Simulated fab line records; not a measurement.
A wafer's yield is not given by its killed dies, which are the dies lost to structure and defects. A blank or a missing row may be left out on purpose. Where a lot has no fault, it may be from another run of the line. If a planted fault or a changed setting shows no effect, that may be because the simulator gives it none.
Matching of chambers    flow gf180mcu    rie-si-01 running GF_POLY_GATE_ETCH_13: 4 sister chambers
The step etches poly-Si in HBr/Cl2, stops on SiO2, target depth 198.5 nm, time 69.6 s. 4 wafers are shown with their chamber, then 7 later ones without.

EACH WAFER AND ITS CHAMBER
wafer   chamber  drypump-motor-current-A (A)
L156.5  3        5.1
L160.1  2        5.2
L164.2  0        6.5
L164.3  1        6.3

WAFERS WITHOUT THEIR CHAMBER
wafer   drypump-motor-current-A (A)
L164.4  5.2
L174.1  6.5
L174.2  6.3
L174.4  5.0
L175.1  6.3
L175.2  6.4
L175.4  5.2

WHICH CHAMBER EACH ONE RAN IN
wafer   from the rows above      in truth
L164.4  can't be placed: 2 or 3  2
L174.1  0                        0
L174.2  1                        1
L174.4  can't be placed: 3 or 2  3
L175.1  1                        1
L175.2  can't be placed: 0 or 1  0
L175.4  can't be placed: 2 or 3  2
Placed correctly: 3 of 7. From these rows, 4 cannot be placed; in 4 the true chamber is one of the candidates. Wrongly placed: 0.
How it was worked out, from the rows above alone: a wafer's distance from a chamber is the root of the sum, over the readings, of the square of ((its reading less the chamber's mean) divided by the reading's scatter). The wafer belongs to the nearest chamber; if the next one is less than 2 further off, it can't be placed. The mean given for a chamber averages the wafers shown for that chamber. The scatter (one wafer shown for each chamber): square how far every hidden wafer sits from the nearest shown wafer, average those squares and take the square root.
